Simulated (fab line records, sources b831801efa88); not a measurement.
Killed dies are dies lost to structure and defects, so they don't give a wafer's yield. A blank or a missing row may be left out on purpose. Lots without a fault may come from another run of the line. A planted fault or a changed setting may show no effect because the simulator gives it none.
fab line records | flow sky130
record lots=12 wafers=32 last_day=50
route steps=708 shown VIA2@520 METAL3@534 PAD_OPEN@708
lots that met no fault: from a run of the same line without faults
start_h: hours from the record's first day to the start of the lot's first wafer shown | wait_h: hours since the lot's step before | " the same as in the row above | L1.1+2: a row that stands for several wafers | - no value, or no start given | * or withheld: withheld | < > ~ a bound
route shown NAME@n: a module of which the file shows steps, and the number in the route of the first | usual: mean/standard deviation of fault-free wafers | same: alike in all rows | chamber/n: place in a boat | sites: the reading at each site | _std_site: their standard deviation | _edge_site: outer sites' mean less inner sites' | radius_mm: how far each site lies from the wafer's centre | mask NAME#n: copy n | behind: the tool/chamber that last shaped the wafer | hold: why the lot was held/for how many hours/how that ended | device: the transistor (n, p or np) that didn't switch | end of line: the same wafers' tests at the end of the route | a step without rows: its recipe alone | killed: dies lost to structure and defects at the first sort, not the wafer's yield | map: a wafer's dies, x killed, . not, _ none there
set.NAME: the setting as run; set.NAME@STEP: as run at that earlier step | model.NAME: the simulator's own value behind a step, which no gauge read
steps of the route over a sample of lots; a table a step, a row a wafer
services: from which hour (start_h, from the record's first day; less than 0 if before it) a tool's chamber was out of use, for how many hours, and why
## steps
# step SKY_VIA2_OVL_MEAS_13
# usual VIA2_OVL=0/5.6
# columns lot.wafer tool chamber start_h wait_h VIA2_OVL[nm]
L742.1 overlay-02 - 887.22 0.1 5
L742.3 " - " " 6
L742.4 " - " " -7
L740.1 overlay-01 - 891.92 0.1 -1
L740.4 " - " " -7
L740.5 " - " " 1
L738.1 overlay-01 - 892.91 0.1 -8
L738.3 " - " " 0
L738.5 " - " " -6
L741.1 overlay-01 - 895.52 0.1 0
L741.2 " - " " -1
L741.4 " - " " -4
L743.4 overlay-01 - 905.16 0.1 -4
L743.5 " - " " -8
L743.6 " - " " -7
L750.1 overlay-01 - 945.71 0.1 0
L750.3 " - " " -1
L750.5 " - " " -1
L752.2 overlay-01 - 953.33 0.1 7
L752.3 " - " " -8
L752.6 " - " " -1
L753.1 overlay-01 - 962.46 0.1 2
L753.2 " - " " -10
L753.3 " - " " -1
L754.1 overlay-02 - 976.06 0.1 -6
L754.2 " - " " 2
L754.6 " - " " 2
L756.3 overlay-01 - 983.58 0.1 0
L756.4 " - " " 0
L760.1 overlay-02 - 1008.57 0.1 1
L760.3 " - " " 5
L760.4 " - " " 7
# step SKY_VIA2_STRIP_16
# recipe chemistry=O2/N2 power_w=1400 pressure_mtorr=1500 platen_temp_c=withheld o2_flow_sccm=3000 n2_flow_sccm=300 overash_fraction=0.5
# usual drypump_motor_current_A=6.1/0.44 oes_product_au=0.399/0.0051 strip_time_to_endpoint_s=4.053/0.029
# columns lot.wafer tool chamber start_h wait_h drypump_motor_current_A oes_product_au rf_hours_counter_h strip_time_to_endpoint_s
L742.1 plasma_asher-04 0 887.36 0.0 6.3 0.405 15 4.117
L742.3 " 1 " " 6.8 0.403 - 4.074
L742.4 " 0 " " 6.3 0.393 - 4.045
L740.1 plasma_asher-04 0 892.06 0.0 6.3 0.397 15 4.070
L740.4 " 1 " " 6.8 0.399 - 4.023
L740.5 " 1 " " 6.8 0.402 - 4.058
L738.1 plasma_asher-02 1 893.06 0.0 6.0 0.405 77 4.086
L738.3 " 1 " " 6.0 0.398 - 4.084
L738.5 " 1 " " 6.0 0.406 - 4.098
L741.1 plasma_asher-02 1 895.66 0.0 6.0 0.403 77 4.007
L741.2 " 0 " " 5.4 0.401 77 4.094
L741.4 " 0 " " 5.4 0.398 - 4.006
L743.4 plasma_asher-04 0 905.31 0.1 6.3 0.409 - 4.051
L743.5 " 1 " " 6.8 0.401 - 4.069
L743.6 " 0 " " 6.3 0.400 - 4.046
L750.1 plasma_asher-01 1 945.86 0.0 6.3 0.398 50 4.043
L750.3 " 1 " " 6.3 0.398 - 4.070
L750.5 " 0 " " 5.7 0.396 - 4.043
L752.2 plasma_asher-01 1 953.47 0.0 6.3 0.413 51 4.110
L752.3 " 1 " " 6.3 0.405 - 4.052
L752.6 " 1 " " 6.3 0.391 - 4.032
L753.1 plasma_asher-04 0 962.61 0.0 6.3 0.404 22 4.068
L753.2 " 1 " " 6.8 0.395 22 4.084
L753.3 " 0 " " 6.3 0.402 - 4.076
L754.1 plasma_asher-01 0 976.21 0.0 5.7 0.402 53 4.008
L754.2 " 1 " " 6.3 0.399 53 4.005
L754.6 " 1 " " 6.3 0.402 - 4.022
L756.3 plasma_asher-01 1 983.74 0.1 6.2 0.400 - 4.045
L756.4 " 0 " " 5.7 0.406 - 4.046
L760.1 plasma_asher-01 1 1008.72 0.0 6.3 0.397 56 4.051
L760.3 " 1 " " 6.3 0.396 - 4.032
L760.4 " 0 " " 5.7 0.392 - 4.046
# step SKY_VIA2_CVD_21
# recipe material=W target_thk_nm=420 time_s=126.4 temp_c=400 pressure_torr=40
# usual chamber_pressure_Torr=40.01/0.09 heater_power_w=824/40
# columns lot.wafer tool chamber start_h wait_h chamber_pressure_Torr heater_power_w since_wet_clean_h
L742.1 cvd_w-02 0 888.01 0.0 40.08 886 984
L742.3 " 1 " " 39.81 797 -
L742.4 " 0 " " 40.03 903 -
L740.1 cvd_w-02 0 892.75 0.0 40.02 893 989
L740.4 " 1 " " 40.19 783 -
L740.5 " 1 " " 40.08 769 -
L738.1 cvd_w-01 1 893.75 0.0 39.84 831 490
L738.3 " 1 " " 40.03 813 -
L738.5 " 1 " " 40.13 839 -
L741.1 cvd_w-02 0 896.35 0.0 40.08 931 992
L741.2 " 1 " " 39.93 807 992
L741.4 " 1 " " 39.84 833 -
L743.4 cvd_w-01 0 905.98 0.1 39.95 883 -
L743.5 " 1 " " 39.99 826 -
L743.6 " 0 " " 40.12 875 -
L750.1 cvd_w-02 0 946.51 0.0 40.02 833 29
L750.3 " 1 " " 39.99 770 -
L750.5 " 0 " " 39.96 841 -
L752.2 cvd_w-02 1 954.15 0.0 40.01 753 36
L752.3 " 1 " " 40.11 790 -
L752.6 " 0 " " 45.35 818 -
L753.1 cvd_w-02 1 963.29 0.0 40.11 784 45
L753.2 " 0 " " 45.47 830 45
L753.3 " 1 " " 39.82 801 -
L754.1 cvd_w-02 0 976.86 0.0 45.27 810 59
L754.2 " 1 " " 40.03 783 59
L754.6 " 0 " " 45.42 806 -
L756.3 cvd_w-02 0 984.41 0.1 45.44 843 -
L756.4 " 1 " " 40.09 787 -
L760.1 cvd_w-01 1 1009.38 0.0 39.98 848 605
L760.3 " 1 " " 39.99 810 -
L760.4 " 1 " " 40.00 827 -
# step SKY_VIA2_RS_MEAS_22
# recipe thk_meas_gauge=four-point-probe reads=W_of_VIA2_CVD_21+TiN_of_VIA2_SPUTTER_20
# usual VIA2_W_RS=0.2723/0.0028
# columns lot.wafer tool chamber start_h wait_h VIA2_W_RS[ohm/sq]
L742.1 film_metro-04 - 888.14 0.1 0.2723
L742.3 " - " " 0.2756
L742.4 " - " " 0.2757
L740.1 film_metro-03 - 892.88 0.1 0.2740
L740.4 " - " " 0.2744
L740.5 " - " " 0.2724
L738.1 film_metro-04 - 893.88 0.1 0.2720
L738.3 " - " " 0.2682
L738.5 " - " " 0.2704
L741.1 film_metro-01 - 896.48 0.1 0.2731
L741.2 " - " " 0.2734
L741.4 " - " " 0.2704
L743.4 film_metro-01 - 906.13 0.1 0.2687
L743.5 " - " " 0.2721
L743.6 " - " " 0.2718
L750.1 film_metro-01 - 946.64 0.1 0.2751
L750.3 " - " " 0.2702
L750.5 " - " " 0.2732
L752.2 film_metro-04 - 954.30 0.1 0.2706
L752.3 " - " " 0.2699
L752.6 " - " " 0.2536
L753.1 film_metro-03 - 963.42 0.1 0.2727
L753.2 " - " " 0.2523
L753.3 " - " " 0.2672
L754.1 film_metro-04 - 976.99 0.1 0.2522
L754.2 " - " " 0.2712
L754.6 " - " " 0.2544
L756.3 film_metro-01 - 984.53 0.1 0.2568
L756.4 " - " " 0.2744
L760.1 film_metro-04 - 1009.64 0.2 0.2684
L760.3 " - " " 0.2716
L760.4 " - " " 0.2757
# step SKY_VIA2_THK_MEAS_23
# recipe thk_meas_gauge=xrf reads=W_of_VIA2_CVD_21
# usual VIA2_W_THK=431/9.3
# columns lot.wafer tool chamber start_h wait_h VIA2_W_THK[nm]
L742.1 film_metro-04 - 888.26 0.1 443
L742.3 " - " " 436
L742.4 " - " " 436
L740.1 film_metro-03 - 893.00 0.1 414
L740.4 " - " " 415
L740.5 " - " " 418
L738.1 film_metro-04 - 894.00 0.1 443
L738.3 " - " " 450
L738.5 " - " " 444
L741.1 film_metro-01 - 896.60 0.1 418
L741.2 " - " " 419
L741.4 " - " " 428
L743.4 film_metro-01 - 906.22 0.1 427
L743.5 " - " " 419
L743.6 " - " " 423
L750.1 film_metro-01 - 946.76 0.1 426
L750.3 " - " " 433
L750.5 " - " " 428
L752.2 film_metro-04 - 954.41 0.1 433
L752.3 " - " " 437
L752.6 " - " " 467
L753.1 film_metro-03 - 963.54 0.1 415
L753.2 " - " " 450
L753.3 " - " " 427
L754.1 film_metro-04 - 977.11 0.1 481
L754.2 " - " " 442
L754.6 " - " " 476
L756.3 film_metro-01 - 984.63 0.1 458
L756.4 " - " " 429
L760.1 film_metro-04 - 1009.76 0.1 446
L760.3 " - " " 442
L760.4 " - " " 438
# step SKY_METAL3_SPUTTER_02
# recipe material=AlCu target_thk_nm=735 power_w=10600 time_s=39.1 chamber_pressure_pa=0.4
# usual throttle_valve_pct=30.3/1.1
# columns lot.wafer tool chamber start_h wait_h throttle_valve_pct
L742.1 pvd_sputter-01 - 888.67 0.0 29.6
L742.3 " - " " 31.8
L742.4 " - " " 30.8
L740.1 pvd_sputter-02 - 893.43 0.0 29.4
L740.4 " - " " 31.4
L740.5 " - " " 29.3
L738.1 pvd_sputter-01 - 894.41 0.0 30.6
L738.3 " - " " 31.8
L738.5 " - " " 30.4
L741.1 pvd_sputter-04 - 897.01 0.0 28.6
L741.2 " - " " 31.6
L741.4 " - " " 30.8
L743.4 pvd_sputter-02 - 906.60 0.0 29.3
L743.5 " - " " 29.4
L743.6 " - " " 29.5
L750.1 pvd_sputter-02 - 947.17 0.0 30.8
L750.3 " - " " 31.0
L750.5 " - " " 29.7
L752.2 pvd_sputter-04 - 954.81 0.0 28.8
L752.3 " - " " 28.7
L752.6 " - " " 31.6
L753.1 pvd_sputter-04 - 963.95 0.0 30.9
L753.2 " - " " 28.7
L753.3 " - " " 31.8
L754.1 pvd_sputter-01 - 977.66 0.0 29.9
L754.2 " - " " 30.4
L754.6 " - " " 30.5
L756.3 pvd_sputter-01 - 985.02 0.0 30.2
L756.4 " - " " 31.7
L760.1 pvd_sputter-01 - 1010.17 0.0 29.6
L760.3 " - " " 30.7
L760.4 " - " " 31.1
# step SKY_PAD_OPEN_PROBE_99
# usual defect_limited_yield=82.2/1.9 killed_at_M0_to_M3=44/6.7 killed_at_M4_up=3.1/1.8 killed_at_contacts=24/5.1 killed_at_front_end=16/4.7 killed_at_other=0.3/0.59 killed_dies=88/9.6 killed_on_rim=17/3.8 killed_open=48/7.3 killed_short=39/6.5 sort_bin_3_pad_short=0.9/0.43 sort_bin_5_function=10.6/1.6 sort_bin_6_memory=6.3/1.1 sort_n_pass=404/9.6 sort_yield_pct=82.2/1.9
# same gross_dies=492 killed_at_back_side=0 sort_bin_4_leakage[%]=0 sort_bin_8_speed[%]=0
# columns lot.wafer tool chamber start_h wait_h defect_limited_yield[%] killed_at_M0_to_M3 killed_at_M4_up killed_at_contacts killed_at_front_end killed_at_other killed_dies killed_on_rim killed_open killed_short sort_bin_3_pad_short[%] sort_bin_5_function[%] sort_bin_6_memory[%] sort_n_pass sort_yield_pct[%]
L742.1 prober-02 - 1105.77 0.1 84.6 47 3 17 9 0 76 10 43 33 1.2 9.3 4.9 416 84.6
L742.3 prober-02 - 1105.87 0.2 81.7 36 1 27 26 0 90 25 56 34 0 11.2 7.1 402 81.7
L742.4 prober-02 - 1105.92 0.2 81.1 49 2 31 11 0 93 18 60 33 0 13.4 5.5 399 81.1
L738.1 prober-02 - 1112.88 0.1 81.5 44 2 33 12 0 91 22 60 30 0.4 11.4 6.7 401 81.5
L738.3 prober-02 - 1112.98 0.2 82.1 47 6 22 13 0 88 21 47 40 1.2 10.2 6.5 404 82.1
L738.5 prober-02 - 1113.08 0.2 85.6 36 3 16 16 0 71 13 38 33 0.8 7.5 6.1 421 85.6
L752.2 prober-01 - 1159.96 0.1 84.3 41 2 29 5 0 77 17 45 32 0.6 11.0 4.1 415 84.3
L752.3 prober-01 - 1160.01 0.2 86.2 30 3 23 11 1 68 13 41 26 0 7.7 6.1 424 86.2
L752.6 prober-01 - 1160.16 0.2 78.0 54 8 27 19 0 108 18 53 54 1.6 12.0 8.3 384 78.0
L756.3 prober-01 - 1180.01 0.2 82.9 39 3 28 14 0 84 13 37 47 1.6 10.2 5.3 408 82.9
L756.4 prober-01 - 1180.06 0.2 82.5 46 2 27 10 1 86 17 46 40 1.0 10.2 6.3 406 82.5
L760.1 prober-01 - 1198.51 0.1 83.1 45 2 18 18 0 83 21 53 29 0.2 9.6 7.1 409 83.1
L760.3 prober-01 - 1198.61 0.2 83.5 38 2 21 20 0 81 21 36 45 0.6 10.2 5.7 411 83.5
L760.4 prober-01 - 1198.66 0.2 85.6 40 2 18 11 0 71 8 37 33 1.2 8.5 4.7 421 85.6
# killed by level:class
L742.1 VIA1:geometric_particle:open=14 CONTACT:geometric_particle:open=10 VIA2:geometric_particle:open=9 METAL2:geometric_particle:short=7 VIA3:geometric_particle:short=4 FIELD_ISO:geometric_particle:short=3 LI_CONTACT:geometric_particle:short=3 METAL4:geometric_particle:short=3
L742.3 CONTACT:geometric_particle:short=10 CONTACT:geometric_particle:open=9 FIELD_ISO:geometric_particle:open=7 VIA1:geometric_particle:open=7 LI_CONTACT:geometric_particle:open=6 VIA2:geometric_particle:open=6 VIA2:geometric_particle:short=6 VIA3:geometric_particle:open=6
L742.4 CONTACT:geometric_particle:open=13 VIA3:geometric_particle:open=10 LI_CONTACT:geometric_particle:open=9 VIA1:geometric_particle:open=9 METAL1:geometric_particle:short=6 VIA1:geometric_particle:short=6 FIELD_ISO:geometric_particle:open=5 VIA2:geometric_particle:open=5
L738.1 VIA1:geometric_particle:open=13 CONTACT:geometric_particle:short=12 VIA2:geometric_particle:open=12 LI_CONTACT:geometric_particle:open=8 CONTACT:geometric_particle:open=8 VIA3:geometric_particle:open=7 LOCAL_INTERCONNECT:geometric_particle:short=4 VIA2:geometric_particle:short=4
L738.3 VIA1:geometric_particle:open=10 VIA2:geometric_particle:open=9 VIA3:geometric_particle:open=8 LI_CONTACT:geometric_particle:open=7 CONTACT:geometric_particle:short=6 METAL1:geometric_particle:short=4 LI_CONTACT:geometric_particle:short=4 VIA1:geometric_particle:short=4
L738.5 VIA1:geometric_particle:open=9 VIA2:geometric_particle:open=8 LI_CONTACT:geometric_particle:open=6 VIA1:geometric_particle:short=6 FIELD_ISO:geometric_particle:open=4 CONTACT:geometric_particle:short=4 POLY_GATE:geometric_particle:short=3 METAL1:geometric_particle:short=3
L752.2 LI_CONTACT:geometric_particle:open=9 CONTACT:geometric_particle:open=9 VIA1:geometric_particle:open=9 VIA3:geometric_particle:open=7 CONTACT:geometric_particle:short=6 VIA2:geometric_particle:open=5 METAL2:geometric_particle:short=4 VIA1:geometric_particle:short=4
L752.3 VIA1:geometric_particle:open=13 CONTACT:geometric_particle:open=7 LI_CONTACT:geometric_particle:open=6 LI_CONTACT:geometric_particle:short=5 POLY_CUT:geometric_particle:open=3 CONTACT:geometric_particle:short=3 METAL1:geometric_particle:short=3 VIA3:geometric_particle:open=3
L752.6 CONTACT:geometric_particle:open=12 METAL1:geometric_particle:short=11 VIA1:geometric_particle:open=10 LI_CONTACT:geometric_particle:open=8 METAL4:geometric_particle:short=7 VIA3:geometric_particle:open=7 VIA2:geometric_particle:open=6 SPACER:geometric_particle:short=5
L756.3 LI_CONTACT:geometric_particle:open=8 VIA3:geometric_particle:short=8 VIA1:geometric_particle:open=7 CONTACT:geometric_particle:short=6 CONTACT:geometric_particle:open=6 METAL1:geometric_particle:short=6 LOCAL_INTERCONNECT:geometric_particle:short=5 VIA3:geometric_particle:open=5
L756.4 CONTACT:geometric_particle:open=11 VIA1:geometric_particle:open=9 METAL2:geometric_particle:short=8 LI_CONTACT:geometric_particle:open=7 VIA3:geometric_particle:open=7 VIA1:geometric_particle:short=6 CONTACT:geometric_particle:short=5 FIELD_ISO:geometric_particle:short=4
L760.1 VIA1:geometric_particle:open=11 VIA2:geometric_particle:open=9 FIELD_ISO:geometric_particle:open=8 CONTACT:geometric_particle:open=6 METAL2:geometric_particle:short=5 POLY_GATE:geometric_particle:short=4 LI_CONTACT:geometric_particle:short=4 LI_CONTACT:geometric_particle:open=4
L760.3 POLY_GATE:geometric_particle:short=7 VIA3:geometric_particle:open=7 VIA1:geometric_particle:open=6 CONTACT:geometric_particle:open=6 METAL3:geometric_particle:short=6 LI_CONTACT:geometric_particle:open=5 METAL1:geometric_particle:short=5 FIELD_ISO:geometric_particle:short=4
L760.4 VIA1:geometric_particle:open=9 VIA3:geometric_particle:open=7 METAL2:geometric_particle:short=5 LI_CONTACT:geometric_particle:open=5 METAL1:geometric_particle:short=5 CONTACT:geometric_particle:open=4 LOCAL_INTERCONNECT:geometric_particle:short=4 FIELD_ISO:geometric_particle:open=3
## services
# columns tool chamber start_h hours kind
plasma_asher-02 - 901.22 9.8 repair
cvd_w-02 - 904.00 14.0 pm
cvd_w-02 0 904.00 14.0 vent_cycle
cvd_w-02 1 904.00 14.0 vent_cycle
pvd_sputter-01 1 909.66 - consumable_replace:kit
pvd_sputter-01 1 909.66 18.0 scheduled_down
pvd_sputter-01 1 909.66 18.0 vent_cycle
cvd_w-01 - 913.74 1.1 repair
cvd_w-02 - 918.00 6.9 pm
cvd_w-02 0 918.00 - clean
cvd_w-02 1 918.00 - clean
pvd_sputter-04 - 919.20 0.9 repair
cvd_w-01 - 924.97 4.3 pm
plasma_asher-02 - 927.28 3.5 repair
cvd_w-02 0 928.69 6.3 repair
plasma_asher-02 - 943.75 1.8 repair
pvd_sputter-02 1 972.09 - consumable_replace:kit
pvd_sputter-02 1 972.09 18.0 scheduled_down
pvd_sputter-02 1 972.09 18.0 vent_cycle
plasma_asher-04 - 972.61 2.8 pm
cvd_w-02 - 981.45 2.8 pm
cvd_w-01 0 1003.38 18.7 repair
pvd_sputter-02 - 1008.85 1.6 repair
pvd_sputter-04 3 1009.75 - consumable_replace:kit
## key
first_sign step=SKY_VIA2_CVD_21 reading=chamber_pressure_Torr direction=up sigmas=60 usual=40.01 struck=45.39
effect step=SKY_VIA2_RS_MEAS_22 reading=VIA2_W_RS direction=down sigmas=6.6 usual=0.2723 struck=0.2539
effect step=SKY_VIA2_THK_MEAS_23 reading=VIA2_W_THK direction=up sigmas=3.8 usual=431 struck=467
met_at SKY_VIA2_CVD_21
struck_lots L752,L753,L754,L756
struck_wafers L752.6,L753.2,L754.1,L754.6,L756.3
not_acting_at SKY_VIA2_OVL_MEAS_13,SKY_VIA2_STRIP_16,SKY_METAL3_SPUTTER_02
onset_between 946.51 954.15
fault kind=process_parameter_drift tool=cvd_w-02 chamber=0 onset_h=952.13 steps=SKY_VIA2_CVD_21 channel=pressure_torr offset=5.411 shape=step acts_in=these_recipes_only stated=40
